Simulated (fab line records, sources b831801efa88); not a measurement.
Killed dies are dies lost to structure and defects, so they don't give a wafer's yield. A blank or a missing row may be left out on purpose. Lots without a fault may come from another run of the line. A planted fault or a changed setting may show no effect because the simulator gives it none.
fab line records | flow sky130
record lots=6 wafers=18 last_day=50
route steps=708 shown VIA4@650 METAL5@661 PAD_OPEN@708
lots that met no fault: from a run of the same line without faults
start_h: hours from the record's first day to the start of the lot's first wafer shown | wait_h: hours since the lot's step before | " the same as in the row above | L1.1+2: a row that stands for several wafers | - no value, or no start given | * or withheld: withheld | < > ~ a bound
route shown NAME@n: a module of which the file shows steps, and the number in the route of the first | usual: mean/standard deviation of fault-free wafers | same: alike in all rows | chamber/n: place in a boat | sites: the reading at each site | _std_site: their standard deviation | _edge_site: outer sites' mean less inner sites' | radius_mm: how far each site lies from the wafer's centre | mask NAME#n: copy n | behind: the tool/chamber that last shaped the wafer | hold: why the lot was held/for how many hours/how that ended | device: the transistor (n, p or np) that didn't switch | end of line: the same wafers' tests at the end of the route | a step without rows: its recipe alone | killed: dies lost to structure and defects at the first sort, not the wafer's yield | map: a wafer's dies, x killed, . not, _ none there
set.NAME: the setting as run; set.NAME@STEP: as run at that earlier step | model.NAME: the simulator's own value behind a step, which no gauge read
lots at some steps of the route; a table a step, a row a wafer
services: from which hour (start_h, from the record's first day; less than 0 if before it) a tool's chamber was out of use, for how many hours, and why
## steps
# step SKY_VIA4_OVL_MEAS_11
# usual VIA4_OVL=-0.4/1.6
# columns lot.wafer tool chamber start_h wait_h VIA4_OVL[nm]
L889.1 overlay-01 - 1000.07 0.1 0.9
L889.4 " - " " -2.6
L889.5 " - " " -1.3
L895.2 overlay-02 - 1088.26 0.1 0.1
L895.3 " - " " -1.2
L895.5 " - " " -0.8
L905.1 overlay-01 - 1105.24 0.1 -0.3
L905.3 " - " " 0.0
L905.5 " - " " 0.7
L908.4 overlay-02 - 1118.46 0.1 0.9
L908.5 " - " " 0.1
L908.6 " - " " -0.4
L910.2 overlay-01 - 1124.01 0.1 -0.4
L910.4 " - " " -0.5
L910.6 " - " " 0.1
L911.2 overlay-01 - 1152.61 0.1 0.0
L911.4 " - " " -0.7
L911.6 " - " " 1.0
# step SKY_VIA4_ETCH_12
# recipe target=SiO2 chemistry=C4F8/O2/Ar stop_on=TiN mask_material=NOVOLAK source_w=1500 bias_w=1200 pressure_mtorr=40 c4f8_flow_sccm=withheld O2_flow_sccm=6 Ar_flow_sccm=300 time_s=withheld target_depth_a=5800
# usual oes_product_au=0.925/0.0045 rf_fwd_power_W=1491/5.4
# columns lot.wafer tool chamber start_h wait_h oes_product_au rf_fwd_power_W
L889.1 rie_diel-04 1 1000.10 0.0 0.924 1487
L889.4 " 3 " " 0.923 1489
L889.5 " 3 " " 0.924 1491
L895.2 rie_diel-01 1 1088.29 0.0 0.926 1488
L895.3 " 2 " " 0.921 1493
L895.5 " 1 " " 0.919 1480
L905.1 rie_diel-03 0 1105.28 0.0 0.927 1489
L905.3 " 2 " " 0.929 1489
L905.5 " 1 " " 0.926 1504
L908.4 rie_diel-03 3 1118.48 0.0 0.925 1483
L908.5 " 2 " " 0.927 1490
L908.6 " 3 " " 0.921 1482
L910.2 rie_diel-01 2 1124.04 0.0 0.929 1499
L910.4 " 3 " " 0.928 1496
L910.6 " 3 " " 0.934 1494
L911.2 rie_diel-01 0 1152.64 0.0 0.925 1489
L911.4 " 3 " " 0.926 1492
L911.6 " 0 " " 0.924 1491
# step SKY_VIA4_STRIP_13
# recipe chemistry=O2/N2 power_w=1400 pressure_mtorr=1500 platen_temp_c=withheld o2_flow_sccm=3000 n2_flow_sccm=300 overash_fraction=0.5
# step SKY_VIA4_STRIP_14
# recipe chemistry=post_etch_residue_remover time_s=1200 temp_c=72.5
# step SKY_VIA4_CLEAN_15
# recipe chemistry=IPA time_s=180 temp_c=25
# step SKY_VIA4_CLEAN_16
# recipe chemistry=O3/DIW dry=n2_spin
# step SKY_VIA4_SPUTTER_17
# recipe material=TiN target_thk_nm=20 chamber_pressure_pa=5 power_w=4000 time_s=80
# usual chamber_pressure_pa=5.000/0.0095 throttle_valve_pct=30.0/1.1
# columns lot.wafer tool chamber start_h wait_h chamber_pressure_pa throttle_valve_pct
L889.1 pvd_sputter-01 - 1000.77 0.0 5.006 29.5
L889.4 " - " " 5.027 31.8
L889.5 " - " " 5.009 29.9
L895.2 pvd_sputter-02 - 1089.00 0.0 4.990 28.9
L895.3 " - " " 4.996 29.3
L895.5 " - " " 4.986 28.2
L905.1 pvd_sputter-03 - 1105.96 0.0 5.003 29.3
L905.3 " - " " 4.989 30.9
L905.5 " - " " 4.997 29.4
L908.4 pvd_sputter-02 - 1119.14 0.0 4.998 29.3
L908.5 " - " " 5.025 28.9
L908.6 " - " " 5.000 28.1
L910.2 pvd_sputter-03 - 1124.72 0.0 5.002 29.5
L910.4 " - " " 4.987 31.7
L910.6 " - " " 4.997 30.7
L911.2 pvd_sputter-02 - 1153.32 0.0 5.006 29.0
L911.4 " - " " 4.981 29.1
L911.6 " - " " 5.000 29.4
# step SKY_VIA4_CVD_18
# recipe material=W target_thk_nm=505 time_s=152.14 temp_c=398.2 pressure_torr=40
# usual heater_power_w=816/35
# columns lot.wafer tool chamber start_h wait_h heater_power_w
L889.1 cvd_w-01 1 1000.83 0.0 847
L889.4 " 1 " " 855
L889.5 " 0 " " 794
L895.2 cvd_w-02 0 1089.06 0.0 843
L895.3 " 0 " " 837
L895.5 " 1 " " 803
L905.1 cvd_w-01 0 1106.02 0.0 781
L905.3 " 0 " " 776
L905.5 " 1 " " 843
L908.4 cvd_w-01 0 1119.25 0.1 783
L908.5 " 0 " " 786
L908.6 " 1 " " 863
L910.2 cvd_w-01 1 1124.78 0.0 829
L910.4 " 0 " " 786
L910.6 " 0 " " 784
L911.2 cvd_w-01 1 1153.38 0.0 856
L911.4 " 0 " " 788
L911.6 " 0 " " 795
# step SKY_VIA4_RS_MEAS_19
# recipe thk_meas_gauge=four-point-probe reads=W_of_VIA4_CVD_18+TiN_of_VIA4_SPUTTER_17
# usual VIA4_W_RS=0.233/0.0031
# columns lot.wafer tool chamber start_h wait_h VIA4_W_RS[ohm/sq]
L889.1 film_metro-01 - 1000.98 0.1 0.233
L889.4 " - " " 0.235
L889.5 " - " " 0.236
L895.2 film_metro-01 - 1089.23 0.1 0.230
L895.3 " - " " 0.230
L895.5 " - " " 0.225
L905.1 film_metro-01 - 1106.17 0.1 0.232
L905.3 " - " " 0.231
L905.5 " - " " 0.231
L908.4 film_metro-01 - 1119.41 0.1 0.232
L908.5 " - " " 0.232
L908.6 " - " " 0.229
L910.2 film_metro-01 - 1124.95 0.1 0.232
L910.4 " - " " 0.230
L910.6 " - " " 0.228
L911.2 film_metro-02 - 1153.55 0.1 0.239
L911.4 " - " " 0.238
L911.6 " - " " 0.239
# step SKY_VIA4_THK_MEAS_20
# recipe thk_meas_gauge=xrf reads=W_of_VIA4_CVD_18
# usual VIA4_W_THK=489/7.8
# columns lot.wafer tool chamber start_h wait_h VIA4_W_THK[nm]
L889.1 film_metro-01 - 1001.10 0.1 490
L889.4 " - " " 492
L889.5 " - " " 487
L895.2 film_metro-01 - 1089.34 0.1 496
L895.3 " - " " 496
L895.5 " - " " 507
L905.1 film_metro-01 - 1106.29 0.1 495
L905.3 " - " " 496
L905.5 " - " " 496
L908.4 film_metro-01 - 1119.50 0.1 496
L908.5 " - " " 496
L908.6 " - " " 504
L910.2 film_metro-01 - 1125.06 0.1 495
L910.4 " - " " 499
L910.6 " - " " 504
L911.2 film_metro-02 - 1153.66 0.1 477
L911.4 " - " " 476
L911.6 " - " " 472
# step SKY_VIA4_CMP_21
# recipe stop_on=SiO2 t_overpolish_s=25 down_force_psi=3.5 platen_rpm=60 target_thk_nm=0 pad_velocity_m_s=0.94248
# step SKY_METAL5_SPUTTER_00
# recipe material=Ti target_thk_nm=15 power_w=3000 time_s=10 chamber_pressure_pa=0.4
# usual chamber_pressure_pa=0.4001/0.00083 throttle_valve_pct=30.1/1.1
# columns lot.wafer tool chamber start_h wait_h chamber_pressure_pa throttle_valve_pct
L889.1 pvd_sputter-04 - 1001.53 0.2 0.3987 30.1
L889.4 " - " " 0.4010 31.4
L889.5 " - " " 0.3984 30.1
L895.2 pvd_sputter-04 - 1089.69 0.1 0.4003 30.9
L895.3 " - " " 0.3990 29.5
L895.5 " - " " 0.4016 30.3
L905.1 pvd_sputter-04 - 1106.65 0.2 0.4004 29.8
L905.3 " - " " 0.3997 30.7
L905.5 " - " " 0.3997 29.5
L908.4 pvd_sputter-04 - 1119.83 0.2 0.4004 30.2
L908.5 " - " " 0.4013 29.7
L908.6 " - " " 0.3999 30.1
L910.2 pvd_sputter-02 - 1125.41 0.2 0.4002 28.5
L910.4 " - " " 0.3991 29.3
L910.6 " - " " 0.4004 28.3
L911.2 pvd_sputter-03 - 1154.01 0.2 0.4020 29.5
L911.4 " - " " 0.4003 31.8
L911.6 " - " " 0.4008 29.5
# step SKY_METAL5_SPUTTER_01
# recipe material=TiN target_thk_nm=20 power_w=6500 time_s=16.7 chamber_pressure_pa=0.4
# usual chamber_pressure_pa=0.3999/0.00092 throttle_valve_pct=30.1/1.1
# columns lot.wafer tool chamber start_h wait_h chamber_pressure_pa throttle_valve_pct model.TiN_of_METAL5_SPUTTER_01.thk_nm
L889.1 pvd_sputter-04 - 1001.55 0.0 0.3987 30.2 19.99
L889.4 " - " " 0.3993 31.2 20.03
L889.5 " - " " 0.4001 30.1 20.18
L895.2 pvd_sputter-04 - 1089.71 0.0 0.3999 30.6 20.1
L895.3 " - " " 0.4005 29.7 19.91
L895.5 " - " " 0.4004 29.9 20.07
L905.1 pvd_sputter-04 - 1106.67 0.0 0.4015 29.6 33.28
L905.3 " - " " 0.4010 31.0 33.42
L905.5 " - " " 0.3993 29.7 33.3
L908.4 pvd_sputter-04 - 1119.86 0.0 0.3999 30.2 33.4
L908.5 " - " " 0.3996 29.7 33.25
L908.6 " - " " 0.4015 30.1 33.38
L910.2 pvd_sputter-02 - 1125.43 0.0 0.3998 28.6 19.75
L910.4 " - " " 0.4014 29.4 19.13
L910.6 " - " " 0.3998 27.9 19.45
L911.2 pvd_sputter-03 - 1154.03 0.0 0.4008 29.3 19.58
L911.4 " - " " 0.4002 31.9 19.25
L911.6 " - " " 0.4002 29.2 19.79
# step SKY_METAL5_SPUTTER_02
# recipe material=AlCu target_thk_nm=1150 power_w=10600 time_s=61.2 chamber_pressure_pa=0.4
# usual chamber_pressure_pa=0.4000/0.0008 throttle_valve_pct=30.2/1.1
# columns lot.wafer tool chamber start_h wait_h chamber_pressure_pa throttle_valve_pct
L889.1 pvd_sputter-04 - 1001.58 0.0 0.3980 30.2
L889.4 " - " " 0.3999 31.3
L889.5 " - " " 0.4008 30.3
L895.2 pvd_sputter-04 - 1089.74 0.0 0.3994 30.7
L895.3 " - " " 0.3994 29.7
L895.5 " - " " 0.4005 30.3
L905.1 pvd_sputter-04 - 1106.70 0.0 0.4004 29.5
L905.3 " - " " 0.3986 31.0
L905.5 " - " " 0.4008 29.6
L908.4 pvd_sputter-04 - 1119.88 0.0 0.3999 30.1
L908.5 " - " " 0.3990 29.5
L908.6 " - " " 0.3996 30.2
L910.2 pvd_sputter-02 - 1125.46 0.0 0.3990 28.9
L910.4 " - " " 0.4011 29.2
L910.6 " - " " 0.3993 28.2
L911.2 pvd_sputter-03 - 1154.06 0.0 0.4003 29.4
L911.4 " - " " 0.3982 32.2
L911.6 " - " " 0.4008 29.2
# step SKY_PAD_OPEN_PROBE_99
# usual defect_limited_yield=82.5/2 killed_at_M0_to_M3=43/7.3 killed_at_M4_up=3.5/2.2 killed_at_contacts=24/5.3 killed_at_front_end=15/4.2 killed_at_other=0.3/0.67 killed_dies=86/9.8 killed_on_rim=17/3.8 killed_open=47/7.2 killed_short=39/6.5
# same gross_dies=492 killed_at_back_side=0
# columns lot.wafer tool chamber start_h wait_h defect_limited_yield[%] killed_at_M0_to_M3 killed_at_M4_up killed_at_contacts killed_at_front_end killed_at_other killed_dies killed_on_rim killed_open killed_short
L889.1 prober-01 - 1072.60 0.1 82.9 41 5 28 10 0 84 17 50 34
L889.4 prober-01 - 1072.75 0.2 85.0 29 5 28 12 0 74 16 43 31
L889.5 prober-01 - 1072.80 0.2 81.5 39 7 25 20 0 91 14 46 45
L905.1 prober-01 - 1168.40 0.1 82.9 43 2 20 19 0 84 14 49 35
L905.3 prober-01 - 1168.50 0.2 81.1 43 5 23 22 0 93 12 54 39
L905.5 prober-01 - 1168.60 0.2 81.7 44 1 33 11 1 90 17 54 36
L908.4 prober-02 - 1179.05 0.2 83.3 40 5 22 15 0 82 13 54 28
L908.5 prober-02 - 1179.10 0.2 79.9 53 3 22 21 0 99 18 49 50
L908.6 prober-02 - 1179.15 0.2 85.0 44 1 20 9 0 74 17 33 41
L911.2 prober-02 - 1205.69 0.1 85.4 40 8 17 7 0 72 11 37 34
L911.4 prober-02 - 1205.79 0.2 81.7 45 7 26 12 0 90 19 41 49
L911.6 prober-02 - 1205.89 0.2 81.3 34 6 30 22 0 92 21 51 38
# killed by level:class
L889.1 CONTACT:geometric_particle:open=13 VIA1:geometric_particle:open=10 VIA2:geometric_particle:open=9 LI_CONTACT:geometric_particle:short=6 VIA3:geometric_particle:open=6 METAL2:geometric_particle:short=6 FIELD_ISO:geometric_particle:open=4 CONTACT:geometric_particle:short=4
L889.4 LI_CONTACT:geometric_particle:open=11 CONTACT:geometric_particle:open=10 VIA1:geometric_particle:open=7 METAL1:geometric_particle:short=5 FIELD_ISO:geometric_particle:short=4 LOCAL_INTERCONNECT:geometric_particle:short=4 METAL2:geometric_particle:short=4 VIA1:geometric_particle:short=3
L889.5 VIA1:geometric_particle:open=14 CONTACT:geometric_particle:open=12 METAL2:geometric_particle:short=6 METAL4:geometric_particle:short=6 FIELD_ISO:geometric_particle:short=5 METAL1:geometric_particle:short=5 LI_CONTACT:geometric_particle:short=4 LOCAL_INTERCONNECT:geometric_particle:short=4
L905.1 VIA1:geometric_particle:open=17 CONTACT:geometric_particle:open=7 FIELD_ISO:geometric_particle:open=5 VIA3:geometric_particle:open=5 VIA2:geometric_particle:open=5 POLY_GATE:geometric_particle:short=4 LOCAL_INTERCONNECT:geometric_particle:short=4 CONTACT:geometric_particle:short=4
L905.3 VIA1:geometric_particle:open=15 FIELD_ISO:geometric_particle:open=8 CONTACT:geometric_particle:open=8 VIA3:geometric_particle:open=5 POLY_GATE:geometric_particle:short=5 POLY_GATE:geometric_particle:open=5 LOCAL_INTERCONNECT:geometric_particle:short=5 METAL1:geometric_particle:short=5
L905.5 VIA1:geometric_particle:open=13 CONTACT:geometric_particle:open=12 CONTACT:geometric_particle:short=10 METAL1:geometric_particle:short=6 METAL2:geometric_particle:short=6 VIA3:geometric_particle:open=6 LI_CONTACT:geometric_particle:open=5 VIA2:geometric_particle:open=5
L908.4 CONTACT:geometric_particle:open=11 VIA1:geometric_particle:open=9 LI_CONTACT:geometric_particle:open=8 METAL2:geometric_particle:short=6 FIELD_ISO:geometric_particle:open=5 VIA2:geometric_particle:open=5 VIA3:geometric_particle:open=5 POLY_GATE:geometric_particle:short=3
L908.5 VIA1:geometric_particle:open=12 METAL1:geometric_particle:short=8 POLY_GATE:geometric_particle:open=6 LI_CONTACT:geometric_particle:open=6 CONTACT:geometric_particle:open=6 VIA1:geometric_particle:short=6 METAL2:geometric_particle:short=6 POLY_GATE:geometric_particle:short=5
L908.6 METAL2:geometric_particle:short=10 CONTACT:geometric_particle:open=8 VIA1:geometric_particle:short=8 METAL1:geometric_particle:short=7 VIA2:geometric_particle:open=6 VIA1:geometric_particle:open=6 VIA3:geometric_particle:open=6 LOCAL_INTERCONNECT:geometric_particle:short=4
L911.2 VIA1:geometric_particle:open=11 CONTACT:geometric_particle:open=8 METAL2:geometric_particle:short=8 METAL4:geometric_particle:short=7 VIA3:geometric_particle:open=6 LI_CONTACT:geometric_particle:open=5 METAL1:geometric_particle:short=5 LOCAL_INTERCONNECT:geometric_particle:short=3
L911.4 VIA1:geometric_particle:open=12 CONTACT:geometric_particle:open=10 LOCAL_INTERCONNECT:geometric_particle:short=8 METAL4:geometric_particle:short=7 CONTACT:geometric_particle:short=5 VIA1:geometric_particle:short=5 VIA2:geometric_particle:open=5 VIA3:geometric_particle:short=5
L911.6 CONTACT:geometric_particle:open=14 VIA1:geometric_particle:open=12 POLY_GATE:geometric_particle:open=9 LI_CONTACT:geometric_particle:short=6 METAL4:geometric_particle:short=6 POLY_GATE:geometric_particle:short=4 LOCAL_INTERCONNECT:geometric_particle:short=4 CONTACT:geometric_particle:short=4
## services
# columns tool chamber start_h hours kind
rie_diel-03 - 1002.00 0.3 repair
rie_diel-01 1 1012.21 8.0 repair
pvd_sputter-03 1 1020.88 - consumable_replace:kit
pvd_sputter-03 1 1020.88 18.0 scheduled_down
rie_diel-04 2 1022.25 8.8 repair
pvd_sputter-04 1 1028.98 - consumable_replace:kit
pvd_sputter-04 1 1028.98 18.0 scheduled_down
pvd_sputter-04 1 1028.98 18.0 vent_cycle
cvd_w-01 - 1030.70 6.9 pm
pvd_sputter-02 - 1036.23 7.5 repair
rie_diel-01 - 1053.72 2.8 pm
pvd_sputter-03 - 1061.07 1.1 repair
pvd_sputter-01 - 1062.42 2.5 repair
rie_diel-04 2 1090.42 5.5 repair
pvd_sputter-02 1 1093.60 - consumable_replace:kit
pvd_sputter-02 1 1093.60 18.0 scheduled_down
pvd_sputter-02 1 1093.60 18.0 vent_cycle
pvd_sputter-04 0 1096.79 - consumable_replace:kit
pvd_sputter-04 0 1096.79 18.0 scheduled_down
pvd_sputter-04 0 1096.79 18.0 vent_cycle
rie_diel-04 1 1113.54 1.8 repair
pvd_sputter-03 - 1114.49 2.8 repair
pvd_sputter-01 - 1142.06 2.1 repair
rie_diel-04 2 1144.80 8.0 repair
## key
first_sign none at tools or gauges
model_effect step=SKY_METAL5_SPUTTER_01 value=TiN_of_METAL5_SPUTTER_01.thk_nm without=19.7 struck=33.34
met_at SKY_METAL5_SPUTTER_01
struck_wafers L905.1,L905.3,L905.5,L908.4,L908.5,L908.6
onset_between 1089.71 1106.67
also_fits SKY_VIA4_ETCH_12:rie_diel-03,SKY_METAL5_SPUTTER_00:pvd_sputter-04
fault kind=process_parameter_drift tool=pvd_sputter-04 chamber=- onset_h=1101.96 steps=SKY_METAL5_SPUTTER_01 channel=target_thk_nm offset=13.639 shape=step end_h=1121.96 acts_in=these_recipes_only stated=20
